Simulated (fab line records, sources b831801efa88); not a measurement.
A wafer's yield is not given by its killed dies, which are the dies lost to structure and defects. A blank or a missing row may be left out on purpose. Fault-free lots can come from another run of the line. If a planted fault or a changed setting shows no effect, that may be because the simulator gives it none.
The tool behind it: which one? / flow gf180mcu / 33 wafers from 11 lots sampled at 5 of the route's 602 steps

WHAT EACH GAUGE READ, for each wafer
GF_MVSD_TW_MEAS_11. Usual: MVSD_TW 1599, standard deviation 12.
lot=L385; measured=day 4 10:26; on=film metro-03; MVSD_TW=1583 1572 1580; flag=
lot=L388; measured=day 5 04:58; on=film metro-02; MVSD_TW=1607 1602 1613; flag=
lot=L390; measured=day 5 15:24; on=film metro-03; MVSD_TW=1586 1591 1589; flag=
lot=L391; measured=day 6 00:16; on=film metro-02; MVSD_TW=1611 1612 1621; flag=
lot=L393; measured=day 6 09:42; on=film metro-04; MVSD_TW=1605 1601 1595; flag=
lot=L396; measured=day 7 02:58; on=film metro-04; MVSD_TW=1619 1629 1627; flag=
lot=L397; measured=day 7 07:41; on=film metro-02; MVSD_TW=1450 1451 1448; flag=OFF
lot=L398; measured=day 7 12:59; on=film metro-04; MVSD_TW=1461 1462 1456; flag=OFF
lot=L399; measured=day 7 19:17; on=film metro-03; MVSD_TW=1605 1600 1594; flag=
lot=L404; measured=day 9 02:32; on=film metro-02; MVSD_TW=1605 1598 1597; flag=
lot=L406; measured=day 9 16:42; on=film metro-03; MVSD_TW=1589 1579 1583; flag=

GF_VT_IMPLANT_RS_MEAS_46: the measuring method here is four-point-probe. Usual: MVSD_RS 456.8 ohm/sq, standard deviation 1.2.
lot=L385; measured=day 7 12:25; on=film metro-02; MVSD_RS (ohm/sq)=455.3 456.6 455.1; flag=
lot=L388; measured=day 8 09:44; on=film metro-04; MVSD_RS (ohm/sq)=457.5 457.1 457.2; flag=
lot=L390; measured=day 8 22:33; on=film metro-04; MVSD_RS (ohm/sq)=457.5 458.2 458.2; flag=
lot=L391; measured=day 9 08:02; on=film metro-02; MVSD_RS (ohm/sq)=456.8 456.9 456.5; flag=
lot=L393; measured=day 9 19:32; on=film metro-04; MVSD_RS (ohm/sq)=458.9 458.0 458.1; flag=
lot=L396; measured=day 10 17:09; on=film metro-04; MVSD_RS (ohm/sq)=456.4 457.7 455.4; flag=
lot=L397; measured=day 10 20:23; on=film metro-02; MVSD_RS (ohm/sq)=543.8 545.5 543.9; flag=OFF
lot=L398; measured=day 11 02:32; on=film metro-04; MVSD_RS (ohm/sq)=548.9 548.4 548.5; flag=OFF
lot=L399; measured=day 11 09:08; on=film metro-03; MVSD_RS (ohm/sq)=457.1 457.3 457.6; flag=
lot=L404; measured=day 12 23:13; on=film metro-04; MVSD_RS (ohm/sq)=457.0 457.1 456.4; flag=
lot=L406; measured=day 13 15:31; on=film metro-03; MVSD_RS (ohm/sq)=456.6 456.1 457.1; flag=

TOOL THAT RAN EACH LOT (tool first, then ch and the chambers of the sampled wafers, then the start)
lot=L385; GF_STI_STRIP_15=plasma asher-03 ch 1, day 2 01:26; GF_DNWELL_STRIP_08=plasma asher-02 ch 0,1, day 2 18:08; GF_MVSD_IMPLANT_08=implanter-03 ch 0, day 4 10:03
lot=L388; GF_STI_STRIP_15=plasma asher-03 ch 0,1, day 2 16:42; GF_DNWELL_STRIP_08=plasma asher-04 ch 0,1, day 3 11:46; GF_MVSD_IMPLANT_08=implanter-03 ch 0, day 5 04:37
lot=L390; GF_STI_STRIP_15=plasma asher-03 ch 1, day 3 04:26; GF_DNWELL_STRIP_08=plasma asher-02 ch 0,1, day 3 21:32; GF_MVSD_IMPLANT_08=implanter-03 ch 0, day 5 15:01
lot=L391; GF_STI_STRIP_15=plasma asher-03 ch 0,1, day 3 09:51; GF_DNWELL_STRIP_08=plasma asher-04 ch 0,1, day 4 04:16; GF_MVSD_IMPLANT_08=implanter-04 ch 0, day 5 23:53
lot=L393; GF_STI_STRIP_15=plasma asher-04 ch 0,1, day 3 17:58; GF_DNWELL_STRIP_08=plasma asher-04 ch 0,1, day 4 13:04; GF_MVSD_IMPLANT_08=implanter-02 ch 0, day 6 09:20
lot=L396; GF_STI_STRIP_15=plasma asher-04 ch 0,1, day 4 11:28; GF_DNWELL_STRIP_08=plasma asher-02 ch 0,1, day 5 06:13; GF_MVSD_IMPLANT_08=implanter-02 ch 0, day 7 02:37
lot=L397; GF_STI_STRIP_15=plasma asher-02 ch 0,1, day 4 15:20; GF_DNWELL_STRIP_08=plasma asher-04 ch 0,1, day 5 09:48; GF_MVSD_IMPLANT_08=implanter-03 ch 0, day 7 07:17
lot=L398; GF_STI_STRIP_15=plasma asher-03 ch 0,1, day 4 20:35; GF_DNWELL_STRIP_08=plasma asher-04 ch 0,1, day 5 14:29; GF_MVSD_IMPLANT_08=implanter-03 ch 0, day 7 12:35
lot=L399; GF_STI_STRIP_15=plasma asher-04 ch 0,1, day 5 01:53; GF_DNWELL_STRIP_08=plasma asher-04 ch 0,1, day 5 19:54; GF_MVSD_IMPLANT_08=implanter-02 ch 0, day 7 18:53
lot=L404; GF_STI_STRIP_15=plasma asher-03 ch 0,1, day 6 03:02; GF_DNWELL_STRIP_08=plasma asher-04 ch 0,1, day 7 01:19; GF_MVSD_IMPLANT_08=implanter-04 ch 0, day 9 02:10
lot=L406; GF_STI_STRIP_15=plasma asher-03 ch 0,1, day 6 15:02; GF_DNWELL_STRIP_08=plasma asher-04 ch 1, day 7 13:14; GF_MVSD_IMPLANT_08=implanter-02 ch 0, day 9 16:19
- GF_STI_STRIP_15: strips in O2/N2.
- GF_DNWELL_STRIP_08: strips in O2/N2.
- GF_MVSD_IMPLANT_08

WHAT THE TOOLS THEMSELVES READ (means of the sampled wafers that have a number; where no wafer has one, the mark that the record gives instead)
GF_STI_STRIP_15. Usual: drypump motor current A 5.79 A, standard deviation 0.22; heater power w 315 W, standard deviation 27; oes product au 0.384 a.u., standard deviation 0.0046; strip time to endpoint s 3.71 s, standard deviation 0.051.
lot=L385; tool=plasma asher-03; drypump motor current A (A)=5.90; heater power w (W)=341; oes product au (a.u.)=0.379; strip time to endpoint s (s)=3.67; flag=
lot=L388; tool=plasma asher-03; drypump motor current A (A)=5.74; heater power w (W)=332; oes product au (a.u.)=0.380; strip time to endpoint s (s)=3.65; flag=
lot=L390; tool=plasma asher-03; drypump motor current A (A)=5.86; heater power w (W)=339; oes product au (a.u.)=0.389; strip time to endpoint s (s)=3.70; flag=
lot=L391; tool=plasma asher-03; drypump motor current A (A)=5.82; heater power w (W)=336; oes product au (a.u.)=0.384; strip time to endpoint s (s)=3.76; flag=
lot=L393; tool=plasma asher-04; drypump motor current A (A)=5.52; heater power w (W)=308; oes product au (a.u.)=0.379; strip time to endpoint s (s)=3.68; flag=
lot=L396; tool=plasma asher-04; drypump motor current A (A)=5.51; heater power w (W)=304; oes product au (a.u.)=0.388; strip time to endpoint s (s)=3.71; flag=
lot=L397; tool=plasma asher-02; drypump motor current A (A)=6.05; heater power w (W)=308; oes product au (a.u.)=0.382; strip time to endpoint s (s)=3.78; flag=
lot=L398; tool=plasma asher-03; drypump motor current A (A)=5.75; heater power w (W)=330; oes product au (a.u.)=0.381; strip time to endpoint s (s)=3.71; flag=
lot=L399; tool=plasma asher-04; drypump motor current A (A)=5.64; heater power w (W)=308; oes product au (a.u.)=0.386; strip time to endpoint s (s)=3.73; flag=
lot=L404; tool=plasma asher-03; drypump motor current A (A)=5.81; heater power w (W)=335; oes product au (a.u.)=0.382; strip time to endpoint s (s)=3.73; flag=
lot=L406; tool=plasma asher-03; drypump motor current A (A)=5.76; heater power w (W)=335; oes product au (a.u.)=0.380; strip time to endpoint s (s)=3.71; flag=

GF_DNWELL_STRIP_08. Usual: drypump motor current A 5.71 A, standard deviation 0.27; heater power w 311 W, standard deviation 29; oes product au 0.722 a.u., standard deviation 0.0042; strip time to endpoint s 36.87 s, standard deviation 0.12.
lot=L385; tool=plasma asher-02; drypump motor current A (A)=6.05; heater power w (W)=307; oes product au (a.u.)=0.725; strip time to endpoint s (s)=36.90; flag=
lot=L388; tool=plasma asher-04; drypump motor current A (A)=5.64; heater power w (W)=312; oes product au (a.u.)=0.726; strip time to endpoint s (s)=36.72; flag=
lot=L390; tool=plasma asher-02; drypump motor current A (A)=6.05; heater power w (W)=304; oes product au (a.u.)=0.725; strip time to endpoint s (s)=36.73; flag=
lot=L391; tool=plasma asher-04; drypump motor current A (A)=5.64; heater power w (W)=309; oes product au (a.u.)=0.719; strip time to endpoint s (s)=36.67; flag=
lot=L393; tool=plasma asher-04; drypump motor current A (A)=5.64; heater power w (W)=312; oes product au (a.u.)=0.724; strip time to endpoint s (s)=36.97; flag=
lot=L396; tool=plasma asher-02; drypump motor current A (A)=5.94; heater power w (W)=286; oes product au (a.u.)=0.721; strip time to endpoint s (s)=36.77; flag=
lot=L397; tool=plasma asher-04; drypump motor current A (A)=5.63; heater power w (W)=307; oes product au (a.u.)=0.723; strip time to endpoint s (s)=36.98; flag=
lot=L398; tool=plasma asher-04; drypump motor current A (A)=5.66; heater power w (W)=311; oes product au (a.u.)=0.723; strip time to endpoint s (s)=36.89; flag=
lot=L399; tool=plasma asher-04; drypump motor current A (A)=5.63; heater power w (W)=308; oes product au (a.u.)=0.722; strip time to endpoint s (s)=36.70; flag=
lot=L404; tool=plasma asher-04; drypump motor current A (A)=5.62; heater power w (W)=312; oes product au (a.u.)=0.719; strip time to endpoint s (s)=36.81; flag=
lot=L406; tool=plasma asher-04; drypump motor current A (A)=5.38; heater power w (W)=301; oes product au (a.u.)=0.718; strip time to endpoint s (s)=36.94; flag=

GF_MVSD_IMPLANT_08. Usual: dose ions cm2 1.5998e+13, standard deviation 1.8e+10; faraday current uA 90.3, standard deviation 2; tilt deg 0.002 degrees, standard deviation 0.019.
lot=L385; tool=implanter-03; dose ions cm2=1.5978e+13; faraday current uA=88.6; tilt deg (degrees)=0.017; flag=
lot=L388; tool=implanter-03; dose ions cm2=1.6006e+13; faraday current uA=88.4; tilt deg (degrees)=-0.009; flag=
lot=L390; tool=implanter-03; dose ions cm2=1.5997e+13; faraday current uA=91.6; tilt deg (degrees)=-0.009; flag=
lot=L391; tool=implanter-04; dose ions cm2=1.6012e+13; faraday current uA=90.4; tilt deg (degrees)=0.012; flag=
lot=L393; tool=implanter-02; dose ions cm2=1.5990e+13; faraday current uA=89.2; tilt deg (degrees)=-0.002; flag=
lot=L396; tool=implanter-02; dose ions cm2=1.5984e+13; faraday current uA=90.6; tilt deg (degrees)=-0.000; flag=
lot=L397; tool=implanter-03; dose ions cm2=1.1215e+13; faraday current uA=63.4; tilt deg (degrees)=-0.017; flag=OFF
lot=L398; tool=implanter-03; dose ions cm2=1.1216e+13; faraday current uA=62.3; tilt deg (degrees)=0.043; flag=OFF
lot=L399; tool=implanter-02; dose ions cm2=1.5999e+13; faraday current uA=91.7; tilt deg (degrees)=0.012; flag=
lot=L404; tool=implanter-04; dose ions cm2=1.6002e+13; faraday current uA=91.0; tilt deg (degrees)=-0.010; flag=
lot=L406; tool=implanter-02; dose ions cm2=1.6010e+13; faraday current uA=92.7; tilt deg (degrees)=0.016; flag=

THE ANSWER, worked out from the rows above alone
Rule: lot off if the mean of its wafers having a number is beyond 3 standard deviations from the usual mean. A lot without any number at a reading at which 4 lots or more have one is off too. Where the step has rows for the other lots, those lots are counted as sound. Order of review: gauges by route order, followed by the tools' own readings, for which a lot's mean as printed above is used. At the first step where some lot is off, the reading lying furthest off is the one used; lots without a number count as furthest.
Off: at GF_MVSD_TW_MEAS_11 (MVSD_TW), L397, L398.
If a tool, at a process step before that reading, ran all the lots that are off and no sound lot after the first of them, it fits. The gauges at GF_MVSD_TW_MEAS_11 aren't tried: what is off there is off at GF_MVSD_IMPLANT_08 too, on other tools, and a gauge's error can't cause that. One candidate fits, namely implanter-03 at GF_MVSD_IMPLANT_08. Its last sound lot is L390 (day 5 15:01), its first lot that is off L397 (day 7 07:17): a fault that began between those two fits.
The tool's own readings at GF_MVSD_IMPLANT_08 bear it out: on the lots that are off they differ by more than 5 times the standard deviation of the sound lots' means. dose ions cm2 reads 1.1216e+13 there against 1.5998e+13 on the sound lots; faraday current uA reads 62.8 there against 90.5 on the sound lots.

WHAT WAS PUT IN BY THE SIMULATOR
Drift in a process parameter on implanter-03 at GF_MVSD_IMPLANT_08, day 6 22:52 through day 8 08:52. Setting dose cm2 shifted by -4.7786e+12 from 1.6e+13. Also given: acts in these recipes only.
Struck lots among those shown: L397, L398. The rule given above showed the same thing.
